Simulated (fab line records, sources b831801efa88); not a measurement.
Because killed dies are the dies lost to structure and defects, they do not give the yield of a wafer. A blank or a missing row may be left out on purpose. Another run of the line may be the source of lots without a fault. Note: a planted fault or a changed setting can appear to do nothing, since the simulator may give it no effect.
fab line records	flow sky130
record: lots: 13	wafers: 37	lastDay: 50
route steps=708 shown NWELL@79 VT_ADJUST_HVTP@93 VT_ADJUST_NCORE@125 SONOS_TUNNEL@162 PAD_OPEN@708
lots that met no fault: from a run of the same line without faults
startH: start of the lot's first displayed wafer, in hours after the record's first day	waitH: time in hours since the lot's previous step	" same as the row above	L1.1+2: a row that stands for several wafers	- no value, or no start was given	* or withheld: withheld	< > ~ a bound
route shown NAME@n: NAME is a module with steps in the file, n the number in the route of the first one	usual: mean/standard deviation taken from wafers without a fault	same: alike in all rows	chamber/n: place in a boat	sites: each site's reading	_std_site: standard deviation of those values	_edge_site: outer sites' mean less inner sites'	radiusMm: for every site, how far away it sits from the centre of the wafer	mask NAME#n: copy n	behind: the tool/chamber that last shaped the wafer	hold: why the lot went on hold/how many hours it stayed there/how the hold came to an end	device: which transistor (n, p or np) failed to switch	end of line: tests of these same wafers at the route's end	a step with no rows: only its recipe	killed: dies that structure and defects cost at the first sort, which is not the same as the wafer's yield	map: dies across one wafer; x = killed, . = not, _ = none there
set.NAME: the run value of the setting; set.NAME@STEP: its run value at that earlier step	model.NAME: the simulator's own value behind a step, which no gauge read
route steps across a sampled set of lots; one table per step, one row per wafer
== steps ==
step: SKY_NWELL_TW_MEAS_26
usual: NWELL_2_TW: 495/5.1
lot.wafer	tool	chamber	startH	waitH	NWELL_2_TW
L487.2	filmMetro-01	-	106.55	0.1	492
L487.4	"	-	"	"	492
L487.6	"	-	"	"	493
L488.1	filmMetro-04	-	114.89	0.1	504
L488.4	"	-	"	"	501
L488.6	"	-	"	"	505
L491.1	filmMetro-04	-	132.60	0.1	496
L491.5	"	-	"	"	499
L491.6	"	-	"	"	499
L493.3	filmMetro-04	-	144.40	0.1	501
L493.4	"	-	"	"	499
L493.5	"	-	"	"	502
L494.1	filmMetro-01	-	150.85	0.1	490
L494.2	"	-	"	"	491
L494.5	"	-	"	"	492
L495.2	filmMetro-01	-	157.14	0.1	487
L495.5	"	-	"	"	489
L495.6	"	-	"	"	490
L496.1	filmMetro-01	-	162.13	0.1	487
L496.2	"	-	"	"	487
L496.3	"	-	"	"	488
L497.2	filmMetro-03	-	166.69	0.1	494
L497.4	"	-	"	"	494
L497.6	"	-	"	"	493
L504.2	filmMetro-03	-	215.04	0.1	493
L504.4	"	-	"	"	493
L504.5	"	-	"	"	495
L505.2	filmMetro-03	-	218.21	0.1	496
L505.6	"	-	"	"	496
L506.2	filmMetro-04	-	224.76	0.1	503
L506.5	"	-	"	"	500
L508.2	filmMetro-01	-	240.49	0.1	489
L508.3	"	-	"	"	489
L508.5	"	-	"	"	488
L509.2	filmMetro-04	-	245.21	0.1	502
L509.4	"	-	"	"	499
L509.5	"	-	"	"	502
step: SKY_VT_ADJUST_HVTP_OVL_MEAS_08
usual: VT_ADJUST_HVTP_OVL: -1.1/1.4
lot.wafer	tool	chamber	startH	waitH	VT_ADJUST_HVTP_OVL[nm]
L487.2	overlay-02	-	124.97	0.1	-1.1
L487.4	"	-	"	"	-2.7
L487.6	"	-	"	"	-2.2
L488.1	overlay-02	-	133.33	0.1	-3.3
L488.4	"	-	"	"	-1.0
L488.6	"	-	"	"	0.0
L491.1	overlay-02	-	152.37	0.1	-0.8
L491.5	"	-	"	"	0.5
L491.6	"	-	"	"	-0.3
L493.3	overlay-02	-	163.42	0.1	-0.6
L493.4	"	-	"	"	0.4
L493.5	"	-	"	"	-0.1
L494.1	overlay-02	-	170.22	0.1	0.0
L494.2	"	-	"	"	-2.0
L494.5	"	-	"	"	-1.0
L495.2	overlay-02	-	177.06	0.1	0.0
L495.5	"	-	"	"	-0.8
L495.6	"	-	"	"	0.2
L496.1	overlay-02	-	183.41	0.1	-0.8
L496.2	"	-	"	"	0.3
L496.3	"	-	"	"	-0.4
L497.2	overlay-01	-	187.97	0.1	-0.6
L497.4	"	-	"	"	-2.1
L497.6	"	-	"	"	-2.2
L504.2	overlay-02	-	238.02	0.1	-0.5
L504.4	"	-	"	"	1.2
L504.5	"	-	"	"	1.1
L505.2	overlay-01	-	241.29	0.1	-2.6
L505.6	"	-	"	"	-1.7
L506.2	overlay-01	-	248.47	0.1	-2.9
L506.5	"	-	"	"	-2.8
L508.2	overlay-02	-	264.17	0.1	0.5
L508.3	"	-	"	"	2.9
L508.5	"	-	"	"	1.6
L509.2	overlay-02	-	268.99	0.1	-1.3
L509.4	"	-	"	"	1.0
L509.5	"	-	"	"	-1.0
step: SKY_VT_ADJUST_NCORE_DEVELOP_06
recipe: resist: NOVOLAK	developer: TMAH	developTimeS: 60	devTempC: 23
usual: chillPlateTempC: 23.00/0.11	exhaustPa: 44.9/0.9
lot.wafer	tool	chamber	startH	waitH	chillPlateTempC	exhaustPa
L487.2	lithoTrack-03	0	183.02	0.1	22.90	45.2
L487.4	"	0	"	"	22.80	45.3
L487.6	"	0	"	"	22.88	44.5
L488.1	lithoTrack-01	0	193.34	0.1	22.85	44.2
L488.4	"	0	"	"	23.07	44.3
L488.6	"	0	"	"	22.82	45.6
L491.1	lithoTrack-04	0	213.85	0.1	23.15	45.2
L491.5	"	0	"	"	23.04	46.0
L491.6	"	0	"	"	23.22	47.2
L493.3	lithoTrack-04	0	227.10	0.1	23.03	45.0
L493.4	"	0	"	"	22.95	45.7
L493.5	"	0	"	"	22.88	45.1
L494.1	lithoTrack-01	0	235.94	0.1	22.86	44.2
L494.2	"	0	"	"	22.87	42.7
L494.5	"	0	"	"	22.89	45.0
L495.2	lithoTrack-04	0	242.87	0.1	23.07	44.4
L495.5	"	0	"	"	22.99	43.8
L495.6	"	0	"	"	23.17	43.8
L496.1	lithoTrack-03	0	249.95	0.1	22.92	44.3
L496.2	"	0	"	"	23.09	43.5
L496.3	"	0	"	"	22.97	43.4
L497.2	lithoTrack-01	0	255.27	0.1	23.08	45.3
L497.4	"	0	"	"	23.05	44.9
L497.6	"	0	"	"	23.00	44.7
L504.2	lithoTrack-03	0	311.57	0.1	23.11	45.8
L504.4	"	0	"	"	23.00	44.2
L504.5	"	0	"	"	22.99	43.6
L505.2	lithoTrack-03	0	315.32	0.1	22.95	45.0
L505.6	"	0	"	"	23.00	45.5
L506.2	lithoTrack-03	0	323.37	0.1	22.87	44.3
L506.5	"	0	"	"	22.96	44.9
L508.2	lithoTrack-04	0	341.27	0.1	23.19	46.9
L508.3	"	0	"	"	23.05	44.7
L508.5	"	0	"	"	23.24	47.7
L509.2	lithoTrack-04	0	346.77	0.1	23.10	45.0
L509.4	"	0	"	"	22.89	45.1
L509.5	"	0	"	"	23.10	45.7
step: SKY_VT_ADJUST_NCORE_CD_MEAS_07
recipe: targetCdNm: 380
usual: cdNm: 379/3.1
lot.wafer	tool	chamber	startH	waitH	cdNm
L487.2	cdSem-02	-	183.17	0.1	383
L487.4	"	-	"	"	381
L487.6	"	-	"	"	382
L488.1	cdSem-01	-	193.49	0.1	377
L488.4	"	-	"	"	378
L488.6	"	-	"	"	379
L491.1	cdSem-02	-	214.00	0.1	378
L491.5	"	-	"	"	382
L491.6	"	-	"	"	377
L493.3	cdSem-01	-	227.24	0.1	381
L493.4	"	-	"	"	380
L493.5	"	-	"	"	379
L494.1	cdSem-01	-	236.09	0.1	378
L494.2	"	-	"	"	378
L494.5	"	-	"	"	376
L495.2	cdSem-02	-	243.02	0.1	379
L495.5	"	-	"	"	380
L495.6	"	-	"	"	376
L496.1	cdSem-01	-	250.10	0.1	381
L496.2	"	-	"	"	380
L496.3	"	-	"	"	381
L497.2	cdSem-02	-	255.41	0.1	381
L497.4	"	-	"	"	379
L497.6	"	-	"	"	382
L504.2	cdSem-02	-	311.72	0.1	-
L504.4	"	-	"	"	382
L504.5	"	-	"	"	381
L505.2	cdSem-02	-	315.47	0.1	-
L505.6	"	-	"	"	-
L506.2	cdSem-02	-	323.52	0.1	-
L506.5	"	-	"	"	385
L508.2	cdSem-02	-	341.42	0.1	377
L508.3	"	-	"	"	380
L508.5	"	-	"	"	380
L509.2	cdSem-02	-	346.92	0.1	381
L509.4	"	-	"	"	380
L509.5	"	-	"	"	381
step: SKY_VT_ADJUST_NCORE_OVL_MEAS_08
usual: VT_ADJUST_NCORE_OVL: 0.5/1.1
lot.wafer	tool	chamber	startH	waitH	VT_ADJUST_NCORE_OVL[nm]
L487.2	overlay-01	-	183.27	0.1	-0.1
L487.4	"	-	"	"	2.2
L487.6	"	-	"	"	1.2
L488.1	overlay-01	-	193.61	0.1	-1.4
L488.4	"	-	"	"	-0.4
L488.6	"	-	"	"	0.0
L491.1	overlay-02	-	214.12	0.1	-0.4
L491.5	"	-	"	"	0.3
L491.6	"	-	"	"	1.3
L493.3	overlay-02	-	227.33	0.1	2.5
L493.4	"	-	"	"	1.7
L493.5	"	-	"	"	2.3
L494.1	overlay-02	-	236.21	0.1	2.2
L494.2	"	-	"	"	0.9
L494.5	"	-	"	"	1.9
L495.2	overlay-01	-	243.12	0.1	-1.7
L495.5	"	-	"	"	-0.5
L495.6	"	-	"	"	-0.6
L496.1	overlay-01	-	250.22	0.1	-0.2
L496.2	"	-	"	"	0.0
L496.3	"	-	"	"	0.7
L497.2	overlay-01	-	255.52	0.1	2.0
L497.4	"	-	"	"	1.6
L497.6	"	-	"	"	2.4
L504.2	overlay-01	-	311.82	0.1	-
L504.4	"	-	"	"	0.8
L504.5	"	-	"	"	1.2
L505.2	overlay-01	-	315.57	0.1	-
L505.6	"	-	"	"	-
L506.2	overlay-01	-	323.62	0.1	-
L506.5	"	-	"	"	-0.4
L508.2	overlay-01	-	341.52	0.1	-1.7
L508.3	"	-	"	"	0.9
L508.5	"	-	"	"	0.3
L509.2	overlay-02	-	347.02	0.1	0.6
L509.4	"	-	"	"	1.8
L509.5	"	-	"	"	0.4
step: SKY_VT_ADJUST_NCORE_TW_MEAS_11
usual: VT_ADJUST_NCORE_TW: 216.8/1.5
lot.wafer	tool	chamber	startH	waitH	VT_ADJUST_NCORE_TW
L487.2	filmMetro-01	-	183.56	0.1	216.1
L487.4	"	-	"	"	215.5
L487.6	"	-	"	"	215.2
L488.1	filmMetro-03	-	193.90	0.1	217.8
L488.4	"	-	"	"	218.1
L488.6	"	-	"	"	218.1
L491.1	filmMetro-03	-	214.41	0.1	219.4
L491.5	"	-	"	"	219.7
L491.6	"	-	"	"	218.3
L493.3	filmMetro-01	-	227.63	0.1	216.5
L493.4	"	-	"	"	216.7
L493.5	"	-	"	"	216.1
L494.1	filmMetro-01	-	236.50	0.1	215.8
L494.2	"	-	"	"	214.3
L494.5	"	-	"	"	216.0
L495.2	filmMetro-01	-	243.41	0.1	216.1
L495.5	"	-	"	"	217.3
L495.6	"	-	"	"	216.4
L496.1	filmMetro-01	-	250.50	0.1	216.3
L496.2	"	-	"	"	217.0
L496.3	"	-	"	"	216.9
L497.2	filmMetro-01	-	255.81	0.1	216.0
L497.4	"	-	"	"	217.4
L497.6	"	-	"	"	216.6
L504.2	filmMetro-01	-	312.11	0.1	29.5
L504.4	"	-	"	"	215.7
L504.5	"	-	"	"	215.4
L505.2	filmMetro-01	-	315.86	0.1	29.5
L505.6	"	-	"	"	29.5
L506.2	filmMetro-02	-	323.91	0.1	29.6
L506.5	"	-	"	"	216.9
L508.2	filmMetro-01	-	341.81	0.1	216.0
L508.3	"	-	"	"	215.6
L508.5	"	-	"	"	216.5
L509.2	filmMetro-03	-	347.31	0.1	220.0
L509.4	"	-	"	"	219.8
L509.5	"	-	"	"	219.3
step: SKY_SONOS_TUNNEL_OVL_MEAS_08
usual: SONOS_TUNNEL_OVL: 0.0/1.6
lot.wafer	tool	chamber	startH	waitH	SONOS_TUNNEL_OVL[nm]
L487.2	overlay-02	-	250.52	0.1	1.0
L487.4	"	-	"	"	2.3
L487.6	"	-	"	"	2.4
L488.1	overlay-02	-	261.41	0.1	2.8
L488.4	"	-	"	"	-0.4
L488.6	"	-	"	"	1.4
L491.1	overlay-01	-	285.82	0.1	-0.1
L491.5	"	-	"	"	-0.8
L491.6	"	-	"	"	1.1
L493.3	overlay-02	-	299.53	0.1	-0.5
L493.4	"	-	"	"	0.7
L493.5	"	-	"	"	1.6
L494.1	overlay-01	-	309.38	0.1	-0.8
L494.2	"	-	"	"	-0.5
L494.5	"	-	"	"	-2.0
L495.2	overlay-01	-	316.07	0.1	-2.2
L495.5	"	-	"	"	-1.2
L495.6	"	-	"	"	-1.6
L496.1	overlay-01	-	325.54	0.1	0.3
L496.2	"	-	"	"	0.3
L496.3	"	-	"	"	-0.1
L497.2	overlay-02	-	331.02	0.1	1.5
L497.4	"	-	"	"	1.7
L497.6	"	-	"	"	2.4
L504.2	overlay-01	-	396.94	0.1	0.1
L504.4	"	-	"	"	1.1
L504.5	"	-	"	"	1.6
L505.2	overlay-01	-	400.77	0.1	-0.4
L505.6	"	-	"	"	1.0
L506.2	overlay-01	-	410.54	0.1	-1.7
L506.5	"	-	"	"	0.6
L508.2	overlay-01	-	429.22	0.1	-1.5
L508.3	"	-	"	"	0.7
L508.5	"	-	"	"	-1.1
L509.2	overlay-02	-	435.17	0.1	-1.1
L509.4	"	-	"	"	0.7
L509.5	"	-	"	"	0.1
step: SKY_PAD_OPEN_PROBE_99
usual: killed_at_M0_to_M3: 45/7.3	killed_at_M4_up: 3.1/1.7	killedAtContacts: 25/5.1	killedAtFrontEnd: 15/4.5	killedAtOther: 0.3/0.56	killedDies: 88/9.4	killedOnRim: 17/4.3	killedOpen: 47/6.6	killedShort: 40/6.9
same: grossDies: 492	killedAtBackSide: 0
lot.wafer	tool	chamber	startH	waitH	killed_at_M0_to_M3	killed_at_M4_up	killedAtContacts	killedAtFrontEnd	killedAtOther	killedDies	killedOnRim	killedOpen	killedShort
L497.4	prober-02	-	1138.77	0.2	40	2	30	13	0	85	13	49	36
L497.6	prober-02	-	1138.87	0.2	29	2	20	15	1	67	17	28	39
L504.2	prober-01	-	1179.97	0.1	39	3	32	418	0	492	96	48	43
L504.4	prober-01	-	1180.07	0.2	32	4	30	13	1	80	22	46	34
L504.5	prober-01	-	1180.12	0.2	54	8	26	21	0	109	26	53	56
L505.2	prober-02	-	1181.22	0.1	46	7	25	414	0	492	96	52	42
L505.6	prober-02	-	1181.42	0.2	39	1	20	431	1	492	96	44	28
L506.2	prober-01	-	1187.15	0.1	39	3	25	424	1	492	96	40	37
L506.5	prober-01	-	1187.30	0.2	55	3	25	12	1	96	20	51	44
killed by level:class
L497.4 CONTACT:geometricParticle:open=18 VIA1:geometricParticle:open=10 METAL1:geometricParticle:short=6 METAL2:geometricParticle:short=6 LI_CONTACT:geometricParticle:open=5 FIELD_ISO:geometricParticle:short=4 VIA1:geometricParticle:short=4 VIA3:geometricParticle:open=4
L497.6 POLY_GATE:geometricParticle:short=8 CONTACT:geometricParticle:open=7 VIA2:geometricParticle:open=7 LI_CONTACT:geometricParticle:short=4 LOCAL_INTERCONNECT:geometricParticle:short=4 METAL1:geometricParticle:short=4 METAL2:geometricParticle:short=4 FIELD_ISO:geometricParticle:open=3
L504.2 VT_ADJUST_NCORE:areaDevelop=401 CONTACT:geometricParticle:open=12 VIA1:geometricParticle:open=9 CONTACT:geometricParticle:short=8 LI_CONTACT:geometricParticle:open=7 METAL1:geometricParticle:short=6 VIA1:geometricParticle:short=5 POLY_CUT:geometricParticle:short=4
L504.4 CONTACT:geometricParticle:open=10 LI_CONTACT:geometricParticle:open=9 VIA1:geometricParticle:open=8 VIA2:geometricParticle:open=6 POLY_GATE:geometricParticle:short=4 POLY_GATE:geometricParticle:open=4 LOCAL_INTERCONNECT:geometricParticle:short=4 VIA1:geometricParticle:short=4
L504.5 VIA1:geometricParticle:open=11 LI_CONTACT:geometricParticle:open=9 CONTACT:geometricParticle:short=8 METAL2:geometricParticle:short=7 CONTACT:geometricParticle:open=6 SPACER:geometricParticle:short=5 METAL4:geometricParticle:short=5 METAL1:geometricParticle:short=5
L505.2 VT_ADJUST_NCORE:areaDevelop=398 VIA1:geometricParticle:open=10 VIA3:geometricParticle:open=10 CONTACT:geometricParticle:open=9 CONTACT:geometricParticle:short=7 FIELD_ISO:geometricParticle:open=6 LI_CONTACT:geometricParticle:open=5 VIA1:geometricParticle:short=5
L505.6 VT_ADJUST_NCORE:areaDevelop=420 VIA1:geometricParticle:open=11 CONTACT:geometricParticle:open=8 VIA3:geometricParticle:open=7 VIA2:geometricParticle:open=7 CONTACT:geometricParticle:short=6 POLY_GATE:geometricParticle:short=4 VIA3:geometricParticle:short=4
L506.2 VT_ADJUST_NCORE:areaDevelop=415 VIA1:geometricParticle:open=11 CONTACT:geometricParticle:open=8 LI_CONTACT:geometricParticle:open=6 METAL1:geometricParticle:short=6 METAL2:geometricParticle:short=5 FIELD_ISO:geometricParticle:open=4 CONTACT:geometricParticle:short=4
L506.5 VIA3:geometricParticle:open=11 CONTACT:geometricParticle:open=10 VIA2:geometricParticle:open=10 VIA1:geometricParticle:short=7 METAL1:geometricParticle:short=7 LI_CONTACT:geometricParticle:open=6 VIA1:geometricParticle:open=6 METAL2:geometricParticle:short=6
== key ==
firstSign: step: SKY_VT_ADJUST_NCORE_CD_MEAS_07	reading: cdNm	direction: missing
effect: step: SKY_VT_ADJUST_NCORE_OVL_MEAS_08	reading: VT_ADJUST_NCORE_OVL	direction: missing
effect: step: SKY_VT_ADJUST_NCORE_TW_MEAS_11	reading: VT_ADJUST_NCORE_TW	direction: down	sigmas: 99+	usual: 216.8	struck: 29.5
effect: step: SKY_PAD_OPEN_PROBE_99	reading: killedAtFrontEnd	direction: up	sigmas: 91	usual: 15	struck: 422
moreKillsBornAt: SKY_VT_ADJUST_NCORE_DEVELOP_06@lithoTrack-03: 1634
metAt SKY_VT_ADJUST_NCORE_DEVELOP_06
struckLots L504,L505,L506
struckWafers L504.2,L505.2,L505.6,L506.2
testerLeftOut L504,L505,L506
notActingAt SKY_NWELL_TW_MEAS_26,SKY_VT_ADJUST_HVTP_OVL_MEAS_08,SKY_SONOS_TUNNEL_OVL_MEAS_08
onsetBetween 249.95 311.57
fault: kind: processParameterDrift	tool: lithoTrack-03	chamber: -	onsetH: 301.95	steps: SKY_VT_ADJUST_NCORE_DEVELOP_06	channel: developTimeS	offset: *	shape: step	endH: 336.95	scope: struckWafersOnly	actsIn: *	stated: *
testerLeftOut: of these lots the tester's yield and bins aren't shown, on N5 and GAA mostly nor the transistor test; their killed dies are dies lost to structure and defects alone, not to doping, threshold or leakage, so they don't give the yield
